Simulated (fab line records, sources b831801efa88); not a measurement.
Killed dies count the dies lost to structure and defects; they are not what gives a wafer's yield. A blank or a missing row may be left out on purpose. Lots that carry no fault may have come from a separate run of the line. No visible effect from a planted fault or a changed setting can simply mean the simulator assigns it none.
Which tool was responsible? + flow gf180mcu + 33 wafers from 11 lots sampled at 6 of the route's 602 steps

WHAT THE GAUGES READ, wafer by wafer
GF_VT_IMPLANT_TW_MEAS_21. Usual: VT_IMPLANT_2_TW gives 1217 (standard deviation 7).
| lot  | measured     | on            | VT_IMPLANT_2_TW | flag |
|------|--------------|---------------|-----------------|------|
| L448 | day 6 15:30  | film metro-01 | 1211 1202 1210  |      |
| L449 | day 6 19:16  | film metro-03 | 1214 1209 1213  |      |
| L451 | day 7 07:06  | film metro-01 | 1210 1209 1209  |      |
| L459 | day 10 04:40 | film metro-02 | 1216 1213 1211  |      |
| L460 | day 10 04:46 | film metro-03 | 30 30 30        | OFF  |
| L462 | day 10 17:00 | film metro-02 | 30 30 30        | OFF  |
| L465 | day 11 14:58 | film metro-02 | 1220 1225 1225  |      |
| L466 | day 11 16:31 | film metro-02 | 1215 1226 1222  |      |
| L468 | day 12 00:16 | film metro-01 | 1223 1224 1229  |      |
| L467 | day 12 00:59 | film metro-02 | 1226 1224 1228  |      |
| L469 | day 12 16:51 | film metro-03 | 1215 1209 1208  |      |

GF_HV_LDD_OVL_MEAS_32. Usual: HV_LDD_02_OVL gives -0.7 nm (standard deviation 1.5).
| lot  | measured     | on         | HV_LDD_02_OVL (nm) | flag |
|------|--------------|------------|--------------------|------|
| L448 | day 11 19:29 | overlay-01 | 0.6 -1.0 -1.9      |      |
| L449 | day 12 09:11 | overlay-02 | 0.0 0.7 -0.7       |      |
| L451 | day 12 16:56 | overlay-01 | -3.8 -4.6 -4.2     |      |
| L459 | day 16 07:35 | overlay-02 | -0.9 -0.9 -0.2     |      |
| L465 | day 18 04:54 | overlay-02 | -0.4 1.2 0.7       |      |
| L466 | day 18 10:17 | overlay-02 | 0.2 0.4 0.1        |      |
| L468 | day 18 17:56 | overlay-02 | -1.4 -2.1 -1.0     |      |
| L467 | day 18 19:36 | overlay-02 | 1.3 0.9 -0.9       |      |
| L469 | day 19 11:32 | overlay-01 | -1.6 -1.7 -1.3     |      |

WHAT TOOL EACH LOT RAN ON (gives the tool, then ch and the chambers of the sampled wafers, and finally the start)
| lot  | GF_DNWELL_STRIP_08                  | GF_VT_IMPLANT_STRIP_09               | GF_VT_IMPLANT_STRIP_20               | GF_POLY_GATE_ETCH_12               |
|------|-------------------------------------|--------------------------------------|--------------------------------------|------------------------------------|
| L448 | plasma asher-01 ch 0,1, day 3 07:49 | plasma asher-04 ch 0,1, day 6 02:07  | plasma asher-03 ch 0,1, day 6 15:24  | rie diel-02 ch 0,1,2, day 9 11:46  |
| L449 | plasma asher-02 ch 0,1, day 3 10:25 | plasma asher-03 ch 0,1, day 6 05:06  | plasma asher-02 ch 0,1, day 6 19:09  | rie diel-02 ch 1,2, day 9 21:10    |
| L451 | plasma asher-04 ch 0,1, day 3 20:31 | plasma asher-03 ch 0,1, day 6 16:39  | plasma asher-03 ch 0, day 7 07:00    | rie diel-01 ch 2,3, day 10 06:40   |
| L459 | plasma asher-02 ch 0,1, day 6 03:52 | plasma asher-04 ch 0,1, day 9 10:57  | plasma asher-04 ch 0,1, day 10 04:34 | rie diel-01 ch 0,3, day 13 14:40   |
| L460 | plasma asher-01 ch 0,1, day 6 04:13 | plasma asher-02 ch 0,1, day 9 11:06  | plasma asher-02 ch 1, day 10 04:39   | -                                  |
| L462 | plasma asher-02 ch 0,1, day 6 12:01 | plasma asher-02 ch 0,1, day 9 23:07  | plasma asher-03 ch 0,1, day 10 16:54 | -                                  |
| L465 | plasma asher-02 ch 0,1, day 7 09:01 | plasma asher-03 ch 1, day 10 20:33   | plasma asher-02 ch 0,1, day 11 14:51 | rie diel-01 ch 0,1,3, day 15 08:01 |
| L466 | plasma asher-01 ch 0,1, day 7 09:31 | plasma asher-04 ch 0,1, day 10 22:09 | plasma asher-04 ch 0,1, day 11 16:24 | rie diel-02 ch 0,3, day 15 10:25   |
| L468 | plasma asher-02 ch 0,1, day 7 16:16 | plasma asher-02 ch 0,1, day 11 05:33 | plasma asher-02 ch 0,1, day 12 00:09 | rie diel-01 ch 1,3, day 15 15:31   |
| L467 | plasma asher-01 ch 0,1, day 7 16:54 | plasma asher-02 ch 0,1, day 11 06:11 | plasma asher-04 ch 0,1, day 12 00:53 | rie diel-02 ch 2,3, day 15 17:31   |
| L469 | plasma asher-02 ch 0,1, day 8 04:10 | plasma asher-03 ch 0,1, day 11 21:45 | plasma asher-04 ch 0,1, day 12 16:45 | rie diel-02 ch 0,1,2, day 16 11:08 |
- GF_DNWELL_STRIP_08: strips in O2/N2.
- GF_VT_IMPLANT_STRIP_09: strips in O2/N2.
- GF_VT_IMPLANT_STRIP_20: strips in O2/N2.
- GF_POLY_GATE_ETCH_12: etches BARC in N2/H2.

AS READ BY THE TOOLS THEMSELVES (means over the sampled wafers that have a number; for cases with no such wafer, the mark the record gives instead)
GF_DNWELL_STRIP_08. Usual: chamber pressure mTorr 1500.1 mTorr, standard deviation 1.5; drypump motor current A 5.4 A, standard deviation 0.35; heater power w 343 W, standard deviation 28; oes product au 0.722 a.u., standard deviation 0.0043; strip time to endpoint s 37.02 s, standard deviation 0.12.
| lot  | tool            | chamber pressure mTorr (mTorr) | drypump motor current A (A) | heater power w (W) | oes product au (a.u.) | strip time to endpoint s (s) | flag |
|------|-----------------|--------------------------------|-----------------------------|--------------------|-----------------------|------------------------------|------|
| L448 | plasma asher-01 | 1501.5                         | 5.4                         | 348                | 0.719                 | 36.90                        |      |
| L449 | plasma asher-02 | 1499.8                         | 5.1                         | 325                | 0.720                 | 36.89                        |      |
| L451 | plasma asher-04 | 1500.1                         | 5.4                         | 351                | 0.728                 | 36.96                        |      |
| L459 | plasma asher-02 | 1498.5                         | 5.1                         | 331                | 0.723                 | 37.18                        |      |
| L460 | plasma asher-01 | 1500.8                         | 5.4                         | 345                | 0.719                 | 37.06                        |      |
| L462 | plasma asher-02 | 1501.1                         | 5.1                         | 323                | 0.725                 | 37.05                        |      |
| L465 | plasma asher-02 | 1499.5                         | 5.1                         | 327                | 0.719                 | 37.15                        |      |
| L466 | plasma asher-01 | 1500.2                         | 5.4                         | 349                | 0.720                 | 37.00                        |      |
| L468 | plasma asher-02 | 1501.4                         | 5.1                         | 326                | 0.724                 | 36.95                        |      |
| L467 | plasma asher-01 | 1501.1                         | 5.6                         | 364                | 0.721                 | 37.13                        |      |
| L469 | plasma asher-02 | 1500.2                         | 5.3                         | 339                | 0.719                 | 37.06                        |      |

GF_VT_IMPLANT_STRIP_09. Usual: chamber pressure mTorr 1500.0 mTorr, standard deviation 1.3; drypump motor current A 5.6 A, standard deviation 0.4; heater power w 336 W, standard deviation 28; oes product au 0.716 a.u., standard deviation 0.0049; strip time to endpoint s 12.64 s, standard deviation 0.035.
| lot  | tool            | chamber pressure mTorr (mTorr) | drypump motor current A (A) | heater power w (W) | oes product au (a.u.) | strip time to endpoint s (s) | flag |
|------|-----------------|--------------------------------|-----------------------------|--------------------|-----------------------|------------------------------|------|
| L448 | plasma asher-04 | 1500.7                         | 5.5                         | 333                | 0.713                 | 12.66                        |      |
| L449 | plasma asher-03 | 1500.7                         | 5.9                         | 327                | 0.717                 | 12.68                        |      |
| L451 | plasma asher-03 | 1499.8                         | 5.9                         | 326                | 0.716                 | 12.65                        |      |
| L459 | plasma asher-04 | 1498.9                         | 5.4                         | 351                | 0.711                 | 12.66                        |      |
| L460 | plasma asher-02 | -                              | -                           | -                  | -                     | -                            | OFF  |
| L462 | plasma asher-02 | -                              | -                           | -                  | -                     | -                            | OFF  |
| L465 | plasma asher-03 | 1499.8                         | 6.0                         | 361                | 0.712                 | 12.65                        |      |
| L466 | plasma asher-04 | 1500.2                         | 5.4                         | 355                | 0.709                 | 12.62                        |      |
| L468 | plasma asher-02 | 1499.5                         | 5.3                         | 339                | 0.713                 | 12.60                        |      |
| L467 | plasma asher-02 | 1499.1                         | 5.3                         | 334                | 0.716                 | 12.60                        |      |
| L469 | plasma asher-03 | 1499.6                         | 6.0                         | 344                | 0.717                 | 12.62                        |      |

GF_VT_IMPLANT_STRIP_20. Usual: chamber pressure mTorr 1500.1 mTorr, standard deviation 1.3; drypump motor current A 5.5 A, standard deviation 0.42; heater power w 335 W, standard deviation 28; oes product au 0.716 a.u., standard deviation 0.0044; strip time to endpoint s 12.644 s, standard deviation 0.03.
| lot  | tool            | chamber pressure mTorr (mTorr) | drypump motor current A (A) | heater power w (W) | oes product au (a.u.) | strip time to endpoint s (s) | flag |
|------|-----------------|--------------------------------|-----------------------------|--------------------|-----------------------|------------------------------|------|
| L448 | plasma asher-03 | 1500.6                         | 6.0                         | 343                | 0.720                 | 12.644                       |      |
| L449 | plasma asher-02 | 1499.7                         | 5.3                         | 336                | 0.714                 | 12.628                       |      |
| L451 | plasma asher-03 | 1500.7                         | 5.9                         | 307                | 0.711                 | 12.664                       |      |
| L459 | plasma asher-04 | 1498.2                         | 5.4                         | 352                | 0.716                 | 12.663                       |      |
| L460 | plasma asher-02 | 1500.2                         | 5.6                         | 354                | 0.720                 | 27.638                       | OFF  |
| L462 | plasma asher-03 | 1499.7                         | 6.0                         | 338                | 0.720                 | 27.661                       | OFF  |
| L465 | plasma asher-02 | 1500.9                         | 5.3                         | 337                | 0.715                 | 12.689                       |      |
| L466 | plasma asher-04 | 1500.1                         | 5.4                         | 348                | 0.713                 | 12.625                       |      |
| L468 | plasma asher-02 | 1499.9                         | 5.3                         | 331                | 0.714                 | 12.622                       |      |
| L467 | plasma asher-04 | 1501.1                         | 5.4                         | 352                | 0.712                 | 12.634                       |      |
| L469 | plasma asher-04 | 1499.9                         | 5.4                         | 354                | 0.717                 | 12.656                       |      |

GF_POLY_GATE_ETCH_12. Usual: bias w 100.0 W, standard deviation 0.33; drypump motor current A 5.7 A, standard deviation 0.44; oes product au 0.735 a.u., standard deviation 0.0046; throttle valve pct 13.214 %, standard deviation 0.0079.
| lot  | tool        | bias w (W) | drypump motor current A (A) | oes product au (a.u.) | throttle valve pct (%) | flag |
|------|-------------|------------|-----------------------------|-----------------------|------------------------|------|
| L448 | rie diel-02 | 100.1      | 5.7                         | 0.736                 | 13.206                 |      |
| L449 | rie diel-02 | 100.0      | 6.0                         | 0.734                 | 13.213                 |      |
| L451 | rie diel-01 | 100.3      | 5.6                         | 0.733                 | 13.217                 |      |
| L459 | rie diel-01 | 100.1      | 6.2                         | 0.734                 | 13.217                 |      |
| L465 | rie diel-01 | 100.4      | 5.8                         | 0.733                 | 13.209                 |      |
| L466 | rie diel-02 | 99.6       | 5.3                         | 0.733                 | 13.212                 |      |
| L468 | rie diel-01 | 100.2      | 5.3                         | 0.732                 | 13.210                 |      |
| L467 | rie diel-02 | 100.2      | 5.7                         | 0.736                 | 13.211                 |      |
| L469 | rie diel-02 | 100.2      | 5.7                         | 0.737                 | 13.214                 |      |

THE ANSWER, worked out from the rows above alone
Rule: a lot is off if the mean of its wafers that have a number lies more than 3 standard deviations from the usual mean. Also off: a lot with no number at a reading for which 4 or more lots have one. The other lots that the step has rows for count as sound. After the gauges, taken in route order, come the tools' own readings; for these a lot's mean is taken, as printed above. At the first step where some lot is off, the reading lying furthest off is the one used; lots without a number count as furthest.
Off: at GF_VT_IMPLANT_TW_MEAS_21 (VT_IMPLANT_2_TW), L460, L462.
A tool fits if, at a process step before that reading, it ran every lot that is off, and no sound lot after the first of them. Not tried: the gauges at GF_VT_IMPLANT_TW_MEAS_21; whatever is off there is also off at GF_VT_IMPLANT_STRIP_09, on other tools, and gauge error can't account for it. Not one of the candidates tried fits.

WHAT WAS PUT IN BY THE SIMULATOR
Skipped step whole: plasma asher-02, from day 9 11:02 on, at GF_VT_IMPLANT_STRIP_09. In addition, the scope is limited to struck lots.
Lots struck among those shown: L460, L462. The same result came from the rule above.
